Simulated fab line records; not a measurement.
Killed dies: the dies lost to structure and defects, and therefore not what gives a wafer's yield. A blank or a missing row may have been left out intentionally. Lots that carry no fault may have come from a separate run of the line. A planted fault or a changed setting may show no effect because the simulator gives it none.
The same fault as seen by 2 desks :: flow gf180mcu :: what lay behind the numbers comes last; until then each desk has only its own

== AT THE TOOL OWNER'S DESK: cvd-w-02 ==
The tool's own readings at GF_CONTACT_CVD_24 (deposits W, target thk 300 nm, time 90.339 s): means of the sampled wafers that have a number, for each lot that ran on this tool. If a lot's mean is further than 4 standard deviations from the usual mean, the lot is out of limits and carries the mark OUT (the distance appears in the brackets).
Columns: A = heater-power-w at GF_CONTACT_CVD_24, usual 785 W
lot: L420
first seen here: day 18 09:34
A: 770

lot: L425
first seen here: day 20 09:27
A: 782

lot: L427
first seen here: day 20 19:29
A: 771

lot: L436
first seen here: day 23 20:35
A: 779

lot: L437
first seen here: day 23 22:44
A: 800
This desk's verdict: no lot among the 5 shows anything out of limits.

== FROM THE METROLOGY DESK ==
What the gauges read for every lot (on any tool): the sampled wafers with a number, averaged. If a lot's mean is further than 4 standard deviations from the usual mean, the lot is out of limits and carries the mark OUT (the distance appears in the brackets).
Columns: A = CONTACT_W_RS at GF_CONTACT_RS_MEAS_25, usual 0.380 ohm/sq; B = CONTACT_W_THK at GF_CONTACT_THK_MEAS_26, usual 304 nm; C = M1_ALCU_RS at GF_M1_RS_MEAS_05, usual 0.0695 ohm/sq
lot: L417
first seen here: day 17 01:03
A: 0.378
B: 302
C: 0.0690

lot: L420
first seen here: day 18 09:41
A: 0.377
B: 305
C: 0.0695

lot: L421
first seen here: day 18 19:28
A: 0.384
B: 299
C: 0.0689

lot: L425
first seen here: day 20 09:33
A: 0.567 (+53) OUT
B: 202 (-23) OUT
C: 0.0690

lot: L427
first seen here: day 20 19:35
A: 0.565 (+53) OUT
B: 207 (-22) OUT
C: 0.0700

lot: L429
first seen here: day 21 09:59
A: 0.377
B: 310
C: 0.0695

lot: L430
first seen here: day 22 11:17
A: 0.383
B: 310
C: 0.0689

lot: L432
first seen here: day 22 22:46
A: 0.379
B: 301
C: 0.0706

lot: L434
first seen here: day 23 06:16
A: 0.381
B: 308
C: 0.0695

lot: L435
first seen here: day 23 15:32
A: 0.377
B: 305
C: 0.0694

lot: L436
first seen here: day 23 20:41
A: 0.378
B: 311
C: 0.0707

lot: L437
first seen here: day 23 22:50
A: 0.379
B: 303
C: 0.0699
This desk's finding: out of limits on L425, L427; first on L425, day 20 09:33 (CONTACT_W_RS at GF_CONTACT_RS_MEAS_25). L417, L420, L421, L429, L430, L432, L434, L435, L436, L437: within limits.

== BROUGHT TOGETHER ==
The metrology desk could have raised an alarm at day 20 09:33, on L425, L427.
The desk of the tool owner found nothing out of limits.
Tool owner's desk: L425, L427 on record, inside its limits.
GF_CONTACT_CVD_24 was run on cvd-w-02 by each of the lots named.

== WHAT HAD BEEN PUT IN BY THE SIMULATOR ==
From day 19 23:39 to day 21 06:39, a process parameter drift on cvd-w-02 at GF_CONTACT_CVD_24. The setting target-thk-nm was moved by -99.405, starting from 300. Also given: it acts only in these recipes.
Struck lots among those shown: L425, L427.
Time in hours between the start of the fault and the first out-of-limits reading at each desk: metrology desk, 10.
